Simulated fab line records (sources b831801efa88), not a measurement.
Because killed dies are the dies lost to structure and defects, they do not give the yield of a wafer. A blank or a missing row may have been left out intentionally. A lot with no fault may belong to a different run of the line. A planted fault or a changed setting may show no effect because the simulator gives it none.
Which tool was responsible? ; flow sfq line ; Sampling: 14 lots, 42 wafers, 5 of 325 route steps

## WHAT THE GAUGES SHOWED, per wafer
SFQ_R5_THK_MEAS_934: measures by xrf. Usual: for R5_MONX_THK the level is 40.0 nm and the standard deviation is 0.42.
lot;measured;on;R5_MONX_THK (nm);flag
L306;day 70 20:30;film metro-02;40.2 40.2 40.2;
L307;day 71 06:49;film metro-02;40.3 39.8 40.0;
L309;day 71 12:50;film metro-02;40.2 39.5 39.7;
L310;day 71 18:50;film metro-01;40.1 40.0 39.8;
L311;day 72 02:36;film metro-04;39.1 39.9 39.5;
L313;day 73 09:26;film metro-02;40.5 40.4 40.0;
L314;day 73 16:54;film metro-01;39.8 40.1 40.2;
L315;day 73 22:53;film metro-02;39.8 39.8 39.7;
L317;day 75 05:54;film metro-02;40.6 40.3 40.6;
L323;day 77 01:57;film metro-01;39.5 39.9 39.9;
L324;day 77 06:44;film metro-02;39.2 39.5 39.7;
L326;day 77 10:21;film metro-01;38.8 39.3 39.4;
L327;day 77 14:07;film metro-01;40.3 40.6 40.0;
L328;day 77 15:08;film metro-02;39.3 39.7 39.4;

## TOOL THAT RAN EACH LOT (tool first, then ch and the chambers of the sampled wafers, then the start)
lot;SFQ_TRILAYER_L0_VIA_LITHO_COAT_018;SFQ_TRILAYER_L0_VIA_BARC_OPEN_VIA_ETCH_021;SFQ_TRILAYER_M3_DEP_SPUTTER_073;SFQ_TRILAYER_R5_DEP_SPUTTER_133
L306;litho track-04 ch 0, day 4 15:49;rie diel-03 ch 1,3, day 9 04:41;pvd sputter-06, day 39 23:20;pvd sputter-03, day 70 20:19
L307;litho track-03 ch 0, day 4 18:55;rie diel-03 ch 0,2,3, day 9 07:05;pvd sputter-05, day 40 00:47;pvd sputter-04, day 71 06:38
L309;litho track-02 ch 0, day 5 07:28;rie diel-02 ch 0,2, day 9 21:29;pvd sputter-05, day 41 03:14;pvd sputter-06, day 71 12:38
L310;litho track-02 ch 0, day 5 11:07;rie diel-04 ch 1,2,3, day 10 02:24;pvd sputter-03, day 42 07:30;pvd sputter-04, day 71 18:38
L311;litho track-03 ch 0, day 5 21:55;rie diel-04 ch 0,2, day 10 14:24;pvd sputter-05, day 42 15:13;pvd sputter-06, day 72 02:24
L313;litho track-02 ch 0, day 7 06:43;rie diel-04 ch 1,2, day 11 13:12;pvd sputter-06, day 43 21:49;pvd sputter-06, day 73 09:13
L314;litho track-04 ch 0, day 7 14:20;rie diel-03 ch 2,3, day 12 00:10;pvd sputter-03, day 44 06:50;pvd sputter-04, day 73 16:41
L315;litho track-03 ch 0, day 7 18:47;rie diel-04 ch 0,1,3, day 12 03:46;pvd sputter-03, day 44 11:02;pvd sputter-03, day 73 22:41
L317;litho track-03 ch 0, day 8 02:03;rie diel-03 ch 0,3, day 12 13:22;pvd sputter-03, day 45 04:26;pvd sputter-06, day 75 05:41
L323;litho track-02 ch 0, day 9 17:41;rie diel-03 ch 2,3, day 14 15:29;pvd sputter-03, day 54 00:23;pvd sputter-06, day 77 01:44
L324;litho track-02 ch 0, day 9 21:19;rie diel-04 ch 0,1,2, day 14 19:05;pvd sputter-05, day 54 02:55;pvd sputter-04, day 77 06:32
L326;litho track-04 ch 0, day 10 10:37;rie diel-03 ch 0,1, day 15 08:17;pvd sputter-06, day 54 10:07;pvd sputter-04, day 77 10:08
L327;litho track-04 ch 0, day 10 14:07;rie diel-04 ch 1,2,3, day 15 11:53;pvd sputter-05, day 54 22:07;pvd sputter-06, day 77 13:55
L328;litho track-04 ch 0, day 10 18:53;rie diel-04 ch 0,1,2, day 15 17:53;pvd sputter-06, day 55 09:55;pvd sputter-04, day 77 14:56
- SFQ_TRILAYER_L0_VIA_LITHO_COAT_018: resist thk 62 nm.
- SFQ_TRILAYER_L0_VIA_BARC_OPEN_VIA_ETCH_021: etches BARC in O2, target depth 125 nm, time 41.7 s.
- SFQ_TRILAYER_M3_DEP_SPUTTER_073: material Nb, target thk 200 nm, time 135.6 s.
- SFQ_TRILAYER_R5_DEP_SPUTTER_133: material MoNx, target thk 40 nm, time 66.7 s.

## AS READ BY THE TOOLS THEMSELVES (means over the sampled wafers that have a number; for cases with no such wafer, the mark the record gives instead)
SFQ_TRILAYER_L0_VIA_BARC_OPEN_VIA_ETCH_021. Usual: drypump motor current A 5.7 A, standard deviation 0.63; oes product au 0.684 a.u., standard deviation 0.0043.
lot;tool;drypump motor current A (A);oes product au (a.u.);flag
L306;rie diel-03;5.9;0.684;
L307;rie diel-03;5.6;0.691;
L309;rie diel-02;5.9;0.681;
L310;rie diel-04;5.5;0.684;
L311;rie diel-04;5.9;0.685;
L313;rie diel-04;6.1;0.685;
L314;rie diel-03;5.9;0.686;
L315;rie diel-04;5.3;0.683;
L317;rie diel-03;5.1;0.688;
L323;rie diel-03;5.3;0.702;OFF
L324;rie diel-04;5.8;0.700;OFF
L326;rie diel-03;6.2;0.680;
L327;rie diel-04;5.5;0.682;
L328;rie diel-04;5.8;0.685;

SFQ_TRILAYER_M3_DEP_SPUTTER_073. Usual: throttle valve pct at 29.9 %, with a standard deviation of 1.1.
lot;tool;throttle valve pct (%);flag
L306;pvd sputter-06;30.5;
L307;pvd sputter-05;31.0;
L309;pvd sputter-05;30.2;
L310;pvd sputter-03;29.7;
L311;pvd sputter-05;29.8;
L313;pvd sputter-06;29.2;
L314;pvd sputter-03;29.8;
L315;pvd sputter-03;29.6;
L317;pvd sputter-03;29.3;
L323;pvd sputter-03;28.7;
L324;pvd sputter-05;30.4;
L326;pvd sputter-06;28.6;
L327;pvd sputter-05;30.5;
L328;pvd sputter-06;30.5;

SFQ_TRILAYER_R5_DEP_SPUTTER_133. Usual: throttle valve pct at 29.3 %, with a standard deviation of 1.1.
lot;tool;throttle valve pct (%);flag
L306;pvd sputter-03;28.8;
L307;pvd sputter-04;28.8;
L309;pvd sputter-06;28.7;
L310;pvd sputter-04;29.6;
L311;pvd sputter-06;29.5;
L313;pvd sputter-06;28.5;
L314;pvd sputter-04;30.0;
L315;pvd sputter-03;29.4;
L317;pvd sputter-06;29.2;
L323;pvd sputter-06;29.3;
L324;pvd sputter-04;29.3;
L326;pvd sputter-04;29.1;
L327;pvd sputter-06;29.4;
L328;pvd sputter-04;29.2;

## THE ANSWER, worked out from the rows above alone
Rule: a lot counts as off when the mean over its wafers that have a number is more than 3 standard deviations away from the usual mean. Also off: a lot with no number at a reading for which 4 or more lots have one. Where the step has rows for the other lots, those lots are counted as sound. The gauges are gone through in route order, then the tools' own readings, and for those a lot's mean is taken as printed above. At the first step where some lot is off, the reading lying furthest off is the one used; lots without a number count as furthest.
Off at SFQ_TRILAYER_L0_VIA_BARC_OPEN_VIA_ETCH_021 (oes product au): L323, L324.
If a tool, at that step or one of the process steps before it, ran each lot that is off and ran no sound lot following the first of them, it fits. One candidate fits, namely litho track-02 at SFQ_TRILAYER_L0_VIA_LITHO_COAT_018. Its last sound lot is L313 (day 7 06:43), its first lot that is off L323 (day 9 17:41): a fault that began between those two fits.

## WHAT THE SIMULATOR HAD INSERTED
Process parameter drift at SFQ_TRILAYER_L0_VIA_LITHO_COAT_018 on litho track-02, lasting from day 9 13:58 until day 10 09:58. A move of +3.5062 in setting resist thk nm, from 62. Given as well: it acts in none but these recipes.
Lots struck among those shown: L323, L324. This agrees with what the rule above found.
